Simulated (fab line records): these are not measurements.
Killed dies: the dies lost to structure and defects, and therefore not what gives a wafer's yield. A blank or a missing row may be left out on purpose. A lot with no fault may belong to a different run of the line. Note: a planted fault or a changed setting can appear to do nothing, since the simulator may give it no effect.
fab line records	flow sky130
[record] lots = 6	wafers = 18	lastDay = 50
route steps=708 shown FIELD_ISO@3 PAD_OPEN@708
lots with no fault: from the same line, run without faults
startH: hours from the record's first day to the start of the lot's first wafer shown	waitH: how many hours have passed since the lot's step before this one	" as in the row above	L1.1+2: one row covering several wafers at once	- no value, or no start given	* or withheld: withheld	< > ~ a bound
route shown NAME@n: names a module that has steps shown in the file, with the first one's number in the route	usual: the fault-free wafers' mean and standard deviation	same: alike in all rows	chamber/n: place in a boat	sites: each site's reading	_std_site: how widely they spread, as a standard deviation	_edge_site: mean of outer sites minus mean of inner sites	radiusMm: for every site, how far away it sits from the centre of the wafer	mask NAME#n: copy n	behind: the last tool/chamber to shape the wafer	hold: cause of the lot's hold/its duration in hours/its outcome	device: transistor that didn't switch, given as n, p or np	end of line: the same wafers' tests at the end of the route	a step with no rows: only its recipe	killed: the dies lost at the first sort to structure and to defects; this is not the yield of the wafer	map: dies across one wafer; x = killed, . = not, _ = none there
set.NAME: the run value of the setting; set.NAME@STEP: its run value at that earlier step	model.NAME: the simulator's own value behind a step, which no gauge read
lots at selected steps of the route; one table per step, one row per wafer
services: the hour from which a tool's chamber was out of use, counted from the record's first day as startH (under 0 if before that day), plus the number of hours and why
[[steps]]
[step SKY_FIELD_ISO_THK_MEAS_02]
[recipe] reads = SiO2_of_FIELD_ISO_OXIDATION_01
[usual] FIELD_ISO_OXIDATION_00_THK = 11.91/0.19
lot.wafer	tool	chamber	startH	waitH	FIELD_ISO_OXIDATION_00_THK[nm]
L261.1	filmMetro-04	-	20.92	0.0	12.17
L261.2	"	-	"	"	11.98
L261.5	"	-	"	"	11.90
L268.3	filmMetro-04	-	52.11	0.0	12.13
L268.4	"	-	"	"	12.13
L268.5	"	-	"	"	12.10
L271.1	filmMetro-04	-	67.68	0.0	12.02
L271.4	"	-	"	"	11.79
L271.6	"	-	"	"	11.99
L274.2	filmMetro-02	-	83.80	0.0	11.98
L274.5	"	-	"	"	12.07
L274.6	"	-	"	"	12.14
L280.1	filmMetro-02	-	112.97	0.0	11.66
L280.3	"	-	"	"	11.96
L280.6	"	-	"	"	11.64
L282.3	filmMetro-03	-	122.23	0.0	12.06
L282.4	"	-	"	"	12.14
L282.6	"	-	"	"	12.11
[step SKY_FIELD_ISO_CVD_03]
[recipe] material = Si3N4	precursor = DCS/NH3	targetThkNm = 165	tempC = 770	timeS = 2830	pressureMtorr = 250
[step SKY_FIELD_ISO_THK_MEAS_04]
[recipe] reads = Si3N4_of_FIELD_ISO_CVD_03
[usual] FIELD_ISO_CVD_03_THK = 165.9/1.2
lot.wafer	tool	chamber	startH	waitH	FIELD_ISO_CVD_03_THK[nm]
L261.1	filmMetro-02	-	22.77	0.0	163.9
L261.2	"	-	"	"	165.3
L261.5	"	-	"	"	164.9
L268.3	filmMetro-03	-	54.43	0.0	165.7
L268.4	"	-	"	"	164.6
L268.5	"	-	"	"	164.6
L271.1	filmMetro-03	-	69.53	0.0	167.2
L271.4	"	-	"	"	166.1
L271.6	"	-	"	"	164.8
L274.2	filmMetro-02	-	85.65	0.0	164.8
L274.5	"	-	"	"	165.0
L274.6	"	-	"	"	164.7
L280.1	filmMetro-02	-	115.79	0.0	164.0
L280.3	"	-	"	"	166.3
L280.6	"	-	"	"	165.6
L282.3	filmMetro-02	-	124.07	0.0	168.0
L282.4	"	-	"	"	167.8
L282.6	"	-	"	"	168.5
[step SKY_FIELD_ISO_DEHYDRATE_05]
[recipe] tempC = 200	timeS = 60
[step SKY_FIELD_ISO_HMDS_06]
[recipe] primeTimeS = 60	primeTempC = 120
[step SKY_FIELD_ISO_COAT_07]
[recipe] resist = BARC	tempC = withheld	timeS = withheld	spinRpm = 3000	resistThkNm = 60
[step SKY_FIELD_ISO_COAT_08]
[recipe] resist = KrF-thick	spinRpm = 3000	resistThkNm = 450
[step SKY_FIELD_ISO_SOFTBAKE_09]
[recipe] tempC = 100	timeS = 90	resist = KrF-thick
[step SKY_FIELD_ISO_EXPOSE_10]
[recipe] maskId = FOM	na = 0.68	sourceShape = annular	sigmaInner = 0.4	sigmaOuter = 0.8	targetCdNm = 150	doseMj = 28
[step SKY_FIELD_ISO_PEB_11]
[recipe] pebTempC = withheld	pebTimeS = withheld	resist = KrF-thick
[step SKY_FIELD_ISO_DEVELOP_12]
[recipe] developTimeS = 60	resist = KrF-thick	devTempC = 21
[step SKY_FIELD_ISO_CD_MEAS_13]
[recipe] targetCdNm = 150
[usual] cdNm = 149.9/1.5
lot.wafer	tool	chamber	startH	waitH	cdNm
L261.1	cdSem-02	-	36.52	-	151.0
L261.2	"	-	"	"	151.1
L261.5	"	-	"	"	150.9
L268.3	cdSem-02	-	72.05	-	151.0
L268.4	"	-	"	"	151.0
L268.5	"	-	"	"	150.8
L271.1	cdSem-01	-	87.49	-	148.4
L271.4	"	-	"	"	149.3
L271.6	"	-	"	"	150.2
L274.2	cdSem-01	-	103.98	-	149.2
L274.5	"	-	"	"	149.1
L274.6	"	-	"	"	149.3
L280.1	cdSem-02	-	135.07	-	148.2
L280.3	"	-	"	"	148.1
L280.6	"	-	"	"	147.4
L282.3	cdSem-01	-	143.85	-	149.9
L282.4	"	-	"	"	150.5
L282.6	"	-	"	"	150.6
[step SKY_FIELD_ISO_ETCH_14]
[recipe] chemistry = N2/H2	target = BARC	ionEnergyEv = 200	sourceW = 500	biasW = 100	pressureMtorr = 30	n2FlowSccm = 100	h2FlowSccm = 200	stopOn = SiO2	timeS = 45.9	targetDepthA = 600
[usual] drypumpMotorCurrentA = 5.7/0.33	oesProductAu = 0.855/0.0044	throttleValvePct = 13.225/0.0086
lot.wafer	tool	chamber	startH	waitH	drypumpMotorCurrentA	oesProductAu	rfHoursCounterH	throttleValvePct	model.KrF-thick_of_FIELD_ISO_COAT_08.thkNm	model.FIELD_ISO.cdNm
L261.1	rieDiel-03	1	36.64	0.1	6.4	0.850	91	13.219	391.8	150.9
L261.2	"	3	"	"	5.4	0.855	81	13.240	394.1	151.1
L261.5	"	0	"	"	6.0	0.849	-	13.214	394.1	149.4
L268.3	rieDiel-04	3	72.13	0.1	5.4	0.852	81	13.207	391.2	150.8
L268.4	"	1	"	"	5.9	0.856	3	13.224	392	150.9
L268.5	"	1	"	"	5.8	0.856	-	13.226	393.3	151.3
L271.1	rieDiel-04	0	87.61	0.1	5.5	0.851	149	13.226	388.3	149.3
L271.4	"	3	"	"	5.5	0.853	-	13.220	372	145.7
L271.6	"	0	"	"	5.5	0.850	-	13.221	387.2	150.8
L274.2	rieDiel-04	2	104.08	0.1	5.5	0.859	111	13.234	375.7	145.8
L274.5	"	3	"	"	5.5	0.856	-	13.224	391.8	147.7
L274.6	"	0	"	"	5.5	0.855	-	13.227	392.1	148.9
L280.1	rieDiel-01	3	135.19	0.1	5.3	0.849	36	13.243	393.4	146.5
L280.3	"	1	"	"	6.1	0.858	152	13.232	394.3	148.2
L280.6	"	2	"	"	6.2	0.850	-	13.233	393.8	146.7
L282.3	rieDiel-01	2	143.93	0.1	6.2	0.856	0	13.233	391.7	149.6
L282.4	"	1	"	"	6.0	0.851	153	13.233	391.6	151.1
L282.6	"	2	"	"	6.2	0.855	-	13.226	392.3	150.2
[step SKY_FIELD_ISO_ETCH_15]
[recipe] chemistry = CHF3/O2	targetDepthNm = 180	stopOn = Si	sourceW = 600	biasW = 200	pressureMtorr = 40	chf3FlowSccm = 50	O2_flow_sccm = 5	timeS = 72
[usual] drypumpMotorCurrentA = 5.7/0.33	oesProductAu = 0.949/0.0059	throttleValvePct = 8.844/0.0095
lot.wafer	tool	chamber	startH	waitH	drypumpMotorCurrentA	oesProductAu	rfHoursCounterH	throttleValvePct	model.KrF-thick_of_FIELD_ISO_COAT_08.thkNm
L261.1	rieDiel-03	1	36.69	0.0	6.4	0.934	91	8.809	237.6
L261.2	"	3	"	"	5.4	0.950	81	8.854	239.1
L261.5	"	0	"	"	6.1	0.943	-	8.854	238.6
L268.3	rieDiel-04	3	72.17	0.0	5.5	0.946	81	8.841	232.1
L268.4	"	1	"	"	5.9	0.943	3	8.832	236.6
L268.5	"	1	"	"	5.9	0.948	-	8.841	237.4
L271.1	rieDiel-04	0	87.65	0.0	5.5	0.949	149	8.842	231.3
L271.4	"	3	"	"	5.5	0.947	-	8.847	213.9
L271.6	"	0	"	"	5.5	0.949	-	8.856	230.6
L274.2	rieDiel-04	2	104.12	0.0	5.5	0.944	111	8.864	218.9
L274.5	"	3	"	"	5.4	0.950	-	8.844	233.1
L274.6	"	0	"	"	5.5	0.953	-	8.849	234.4
L280.1	rieDiel-01	3	135.24	0.0	5.3	0.944	36	8.838	233.8
L280.3	"	1	"	"	6.1	0.948	152	8.843	236.8
L280.6	"	2	"	"	6.2	0.947	-	8.843	241.2
L282.3	rieDiel-01	2	143.97	0.0	6.2	0.954	0	8.841	236.6
L282.4	"	1	"	"	6.1	0.950	153	8.843	235
L282.6	"	2	"	"	6.2	0.954	-	8.849	237
[step SKY_FIELD_ISO_STRIP_16]
[recipe] chemistry = O2/N2	powerW = 1400	pressureMtorr = 1500	platenTempC = withheld	o2FlowSccm = 3000	n2FlowSccm = 300	overashFraction = 0.5
[usual] drypumpMotorCurrentA = 5.8/0.55	oesProductAu = 0.378/0.0046	stripTimeToEndpointS = 3.54/0.035
lot.wafer	tool	chamber	startH	waitH	drypumpMotorCurrentA	oesProductAu	rfHoursCounterH	stripTimeToEndpointS
L261.1	plasmaAsher-01	1	36.74	0.0	5.6	0.382	33	3.55
L261.2	"	0	"	"	5.1	0.385	33	3.60
L261.5	"	1	"	"	5.6	0.374	-	3.57
L268.3	plasmaAsher-02	1	72.26	0.1	5.9	0.381	-	3.49
L268.4	"	0	"	"	5.5	0.378	-	3.55
L268.5	"	0	"	"	5.5	0.382	-	3.56
L271.1	plasmaAsher-03	0	87.71	0.0	5.9	0.374	27	3.49
L271.4	"	1	"	"	6.8	0.375	-	3.29
L271.6	"	1	"	"	6.8	0.368	-	3.48
L274.2	plasmaAsher-03	0	104.18	0.0	5.9	0.374	29	3.37
L274.5	"	1	"	"	6.8	0.371	-	3.51
L274.6	"	0	"	"	5.9	0.378	-	3.52
L280.1	plasmaAsher-01	0	135.29	0.0	5.1	0.375	2	3.52
L280.3	"	1	"	"	5.6	0.377	-	3.55
L280.6	"	1	"	"	5.6	0.371	-	3.60
L282.3	plasmaAsher-03	0	144.06	0.1	5.9	0.377	-	3.53
L282.4	"	1	"	"	6.8	0.372	-	3.53
L282.6	"	0	"	"	5.9	0.382	-	3.55
[step SKY_FIELD_ISO_ETCH_17]
[recipe] targetDepthA = 3420	maskMaterial = Si3N4	chemistry = HBr/Cl2/O2	target = Si	taperDeg = 5	icpW = 600	biasW = 150	pressureMtorr = 15	HBr_flow_sccm = 150	Cl2_flow_sccm = 40	O2_flow_sccm = 6	timeS = 97.7
[usual] drypumpMotorCurrentA = 5.9/0.4	heBacksideLeakSccm = 2.64/0.18	oesProductAu = 1.004/0.016	throttleValvePct = 25.655/0.014
lot.wafer	tool	chamber	startH	waitH	drypumpMotorCurrentA	heBacksideLeakSccm	oesProductAu	rfHoursCounterH	throttleValvePct	model.FIELD_ISO.cdNm
L261.1	rieSi-01	1	36.84	0.1	5.0	2.86	1.001	1	25.658	150.1
L261.2	"	0	"	"	5.9	2.40	1.009	15	25.660	150.8
L261.5	"	0	"	"	5.9	2.35	1.006	-	25.632	148.7
L268.3	rieSi-02	0	72.33	0.0	6.3	2.91	0.993	13	25.657	150.7
L268.4	"	2	"	"	5.9	2.35	0.978	4	25.667	149.4
L268.5	"	2	"	"	5.9	2.42	0.979	-	25.677	149.8
L271.1	rieSi-01	2	87.81	0.1	5.9	2.87	1.020	99	25.619	150.3
L271.4	"	0	"	"	5.9	2.49	0.992	15	25.666	146.1
L271.6	"	1	"	"	5.0	2.84	0.994	-	25.657	151.7
L274.2	rieSi-01	0	104.28	0.1	5.9	2.46	1.005	15	25.648	146.4
L274.5	"	3	"	"	6.3	2.58	1.024	-	25.639	147.3
L274.6	"	2	"	"	5.8	2.79	1.026	-	25.636	150.2
L280.1	rieSi-01	1	135.39	0.1	5.0	2.85	0.982	1	25.665	146.7
L280.3	"	3	"	"	6.3	2.50	1.016	21	25.639	147.5
L280.6	"	2	"	"	5.9	2.85	1.027	-	25.634	146.6
L282.3	rieSi-02	0	144.13	0.0	6.3	2.87	0.994	13	25.668	149.1
L282.4	"	3	"	"	5.9	2.69	1.017	1	25.663	150.4
L282.6	"	1	"	"	5.7	2.56	0.992	-	25.662	150
[step SKY_FIELD_ISO_WET_ETCH_18]
[recipe] chemistry = H3PO4	targetDepthNm = 25	tempC = 160	target = Si3N4	timeS = 286
[step SKY_PAD_OPEN_PROBE_99]
[usual] killed_at_M0_to_M3 = 43/6.4	killed_at_M4_up = 3.2/1.8	killedAtContacts = 25/5.5	killedAtFrontEnd = 16/5.2	killedAtOther = 0.3/0.49	killedDies = 88/10	killedOpen = 48/7	killedShort = 40/7.1
[same] grossDies = 492	killedAtBackSide = 0
lot.wafer	tool	chamber	startH	waitH	killed_at_M0_to_M3	killed_at_M4_up	killedAtContacts	killedAtFrontEnd	killedAtOther	killedDies	killedOpen	killedShort	model.etest.resNdiff.widthNm	model.etest.resPdiff.widthNm
L261.1	prober-02	-	1104.20	0.1	49	4	29	17	1	100	52	48	157.4	144.2
L261.2	prober-02	-	1104.25	0.1	40	4	26	14	0	84	37	47	158.5	144.9
L261.5	prober-02	-	1104.40	0.2	49	1	24	17	0	91	44	47	155.9	143.2
L268.3	prober-01	-	1140.27	0.2	41	4	15	12	0	72	40	32	158.8	144.9
L268.4	prober-01	-	1140.32	0.2	52	4	26	16	0	98	58	40	156.1	143.5
L268.5	prober-01	-	1140.37	0.2	52	5	28	13	0	98	64	34	156.6	144.7
L271.1	prober-02	-	1161.90	0.1	44	0	19	7	1	71	39	32	157.8	144.4
L271.4	prober-02	-	1162.05	0.2	42	2	29	13	1	87	57	30	152.8	140.3
L271.6	prober-02	-	1162.15	0.2	39	2	20	26	0	87	45	42	158.4	145.5
L274.2	prober-02	-	1178.90	0.1	40	3	17	18	2	80	44	36	153.3	140.5
L274.5	prober-02	-	1179.05	0.2	32	2	28	8	1	71	37	34	154.6	141.6
L274.6	prober-02	-	1179.10	0.2	36	2	21	6	1	66	38	28	157.2	144.3
L280.1	prober-02	-	1199.16	0.1	34	3	15	23	0	75	34	41	154.5	140.9
L280.3	prober-02	-	1199.26	0.2	45	5	19	15	0	84	51	33	154.9	141.8
L280.6	prober-02	-	1199.41	0.2	32	2	26	16	0	76	42	34	153.8	140.8
L282.3	prober-01	-	1207.05	0.2	51	5	22	16	0	94	57	37	156.3	143.5
L282.4	prober-01	-	1207.10	0.2	49	6	20	19	0	94	47	47	158	144.2
L282.6	prober-01	-	1207.20	0.2	38	3	20	15	0	76	45	31	157.6	144.1
// killed by level:class
L261.1 CONTACT:geometricParticle:open=11 METAL1:geometricParticle:short=10 VIA1:geometricParticle:open=9 CONTACT:geometricParticle:short=7 VIA3:geometricParticle:open=7 FIELD_ISO:geometricParticle:short=6 VIA1:geometricParticle:short=6 METAL2:geometricParticle:short=6
L261.2 LOCAL_INTERCONNECT:geometricParticle:short=9 VIA1:geometricParticle:open=8 CONTACT:geometricParticle:open=8 METAL1:geometricParticle:short=6 METAL2:geometricParticle:short=6 VIA3:geometricParticle:open=6 POLY_GATE:geometricParticle:short=5 VIA1:geometricParticle:short=4
L261.5 VIA1:geometricParticle:open=14 LOCAL_INTERCONNECT:geometricParticle:short=8 METAL2:geometricParticle:short=7 LI_CONTACT:geometricParticle:open=6 VIA1:geometricParticle:short=6 VIA3:geometricParticle:open=5 CONTACT:geometricParticle:open=5 METAL1:geometricParticle:short=5
L268.3 CONTACT:geometricParticle:open=8 VIA1:geometricParticle:open=8 VIA3:geometricParticle:open=7 VIA1:geometricParticle:short=7 METAL2:geometricParticle:short=6 METAL1:geometricParticle:short=5 LI_CONTACT:geometricParticle:open=4 FIELD_ISO:geometricParticle:short=3
L268.4 VIA1:geometricParticle:open=15 LI_CONTACT:geometricParticle:open=11 METAL2:geometricParticle:short=9 VIA3:geometricParticle:open=7 POLY_GATE:geometricParticle:open=6 CONTACT:geometricParticle:open=6 VIA1:geometricParticle:short=5 VIA3:geometricParticle:short=4
L268.5 CONTACT:geometricParticle:open=13 VIA1:geometricParticle:open=11 VIA2:geometricParticle:open=9 LI_CONTACT:geometricParticle:open=8 METAL1:geometricParticle:short=7 METAL2:geometricParticle:short=6 POLY_GATE:geometricParticle:open=5 VIA3:geometricParticle:open=5
L271.1 VIA1:geometricParticle:open=8 VIA2:geometricParticle:open=7 METAL2:geometricParticle:short=5 LI_CONTACT:geometricParticle:open=5 VIA1:geometricParticle:short=5 METAL1:geometricParticle:short=4 CONTACT:geometricParticle:short=4 CONTACT:geometricParticle:open=4
L271.4 CONTACT:geometricParticle:open=15 VIA1:geometricParticle:open=12 METAL1:geometricParticle:short=7 VIA3:geometricParticle:open=5 LI_CONTACT:geometricParticle:open=5 VIA2:geometricParticle:open=5 CONTACT:geometricParticle:short=5 VIA1:geometricParticle:short=4
L271.6 CONTACT:geometricParticle:open=11 POLY_GATE:geometricParticle:short=9 METAL2:geometricParticle:short=8 VIA1:geometricParticle:open=7 VIA2:geometricParticle:open=6 POLY_GATE:geometricParticle:open=5 LI_CONTACT:geometricParticle:open=5 VIA1:geometricParticle:short=5
L274.2 VIA1:geometricParticle:open=11 FIELD_ISO:geometricParticle:short=6 VIA2:geometricParticle:open=6 CONTACT:geometricParticle:open=5 CONTACT:geometricParticle:short=5 VIA2:geometricParticle:short=5 FIELD_ISO:geometricParticle:open=4 LI_CONTACT:geometricParticle:open=4
L274.5 CONTACT:geometricParticle:open=12 LI_CONTACT:geometricParticle:open=7 METAL2:geometricParticle:short=6 VIA3:geometricParticle:open=5 CONTACT:geometricParticle:short=4 METAL1:geometricParticle:short=4 VIA1:geometricParticle:open=4 METAL3:geometricParticle:short=4
L274.6 CONTACT:geometricParticle:open=12 VIA3:geometricParticle:open=8 VIA1:geometricParticle:open=7 CONTACT:geometricParticle:short=5 METAL3:geometricParticle:short=5 VIA2:geometricParticle:short=5 METAL1:geometricParticle:short=4 LI_CONTACT:geometricParticle:open=3
L280.1 FIELD_ISO:geometricParticle:short=8 VIA1:geometricParticle:short=5 CONTACT:geometricParticle:open=5 METAL1:geometricParticle:short=5 METAL2:geometricParticle:short=5 POLY_GATE:geometricParticle:open=4 POLY_GATE:geometricParticle:short=4 VIA3:geometricParticle:open=4
L280.3 VIA1:geometricParticle:open=15 LI_CONTACT:geometricParticle:open=7 VIA3:geometricParticle:open=5 FIELD_ISO:geometricParticle:open=4 POLY_GATE:geometricParticle:short=4 CONTACT:geometricParticle:open=4 METAL4:geometricParticle:short=4 METAL1:geometricParticle:short=4
L280.6 CONTACT:geometricParticle:open=9 LI_CONTACT:geometricParticle:open=7 VIA2:geometricParticle:open=7 LI_CONTACT:geometricParticle:short=6 VIA1:geometricParticle:open=6 FIELD_ISO:geometricParticle:short=5 METAL2:geometricParticle:short=4 FIELD_ISO:geometricParticle:open=3
L282.3 VIA1:geometricParticle:open=18 VIA2:geometricParticle:open=8 LI_CONTACT:geometricParticle:open=7 CONTACT:geometricParticle:short=6 CONTACT:geometricParticle:open=5 VIA1:geometricParticle:short=5 METAL3:geometricParticle:short=5 POLY_GATE:geometricParticle:open=4
L282.4 VIA1:geometricParticle:open=9 VIA3:geometricParticle:open=9 POLY_GATE:geometricParticle:open=7 CONTACT:geometricParticle:short=7 VIA1:geometricParticle:short=6 METAL3:geometricParticle:short=6 POLY_GATE:geometricParticle:short=5 LI_CONTACT:geometricParticle:open=5
L282.6 CONTACT:geometricParticle:open=9 VIA1:geometricParticle:open=7 VIA1:geometricParticle:short=6 POLY_GATE:geometricParticle:open=5 VIA3:geometricParticle:open=5 VIA2:geometricParticle:open=5 CONTACT:geometricParticle:short=4 METAL1:geometricParticle:short=4
[[services]]
tool	chamber	startH	hours	kind
rieDiel-04	2	20.61	5.2	repair
rieDiel-03	3	22.70	11.5	repair
plasmaAsher-03	-	28.11	1.3	repair
rieDiel-01	1	31.16	14.8	repair
rieDiel-01	-	67.53	2.8	pm
plasmaAsher-03	-	70.67	3.5	repair
rieDiel-04	1	76.03	6.9	repair
rieSi-02	2	76.31	8.0	repair
rieDiel-01	3	80.39	1.3	repair
rieDiel-04	1	83.05	5.0	repair
rieDiel-01	2	99.91	-	clean
rieDiel-01	2	99.91	20.9	scheduledDown
rieDiel-01	2	99.91	20.9	ventCycle
plasmaAsher-01	-	108.75	9.0	pm
plasmaAsher-01	0	108.75	9.0	ventCycle
plasmaAsher-01	1	108.75	9.0	ventCycle
rieDiel-01	-	110.01	0.5	repair
plasmaAsher-01	0	117.75	-	clean
plasmaAsher-01	1	117.75	-	clean
rieDiel-03	3	122.48	6.1	repair
[[key]]
[firstSign] step = SKY_FIELD_ISO_STRIP_16	reading = stripTimeToEndpointS	direction = down	sigmas = 6	usual = *	struck = *
effect none on later readings
[modelEffect] step = SKY_FIELD_ISO_ETCH_14	value = KrF-thick_of_FIELD_ISO_COAT_08.thkNm	without = 390.1	struck = 373.9
[modelEffect] step = SKY_FIELD_ISO_ETCH_15	value = KrF-thick_of_FIELD_ISO_COAT_08.thkNm	without = 232.6	struck = 216.4
[modelEffect] step = SKY_FIELD_ISO_ETCH_17	value = FIELD_ISO.cdNm	without = 149.4	struck = 146.2
[modelEffect] step = SKY_PAD_OPEN_PROBE_99	value = etest.resNdiff.widthNm	without = 156.2	struck = 153
metAt SKY_FIELD_ISO_ETCH_14
struckWafers L271.4,L274.2
testerLeftOut L271,L274
onsetBetween 72.13 87.61
[fault] kind = processParameterDrift	tool = rieDiel-04	chamber = -	onsetH = 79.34	steps = SKY_FIELD_ISO_ETCH_14	channel = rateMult	offset = 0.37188	shape = step	endH = 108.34	scope = struckWafersOnly
// testerLeftOut: of these lots the tester's yield and bins aren't shown, on N5 and GAA mostly nor the transistor test; their killed dies are dies lost to structure and defects alone, not to doping, threshold or leakage, so they don't give the yield
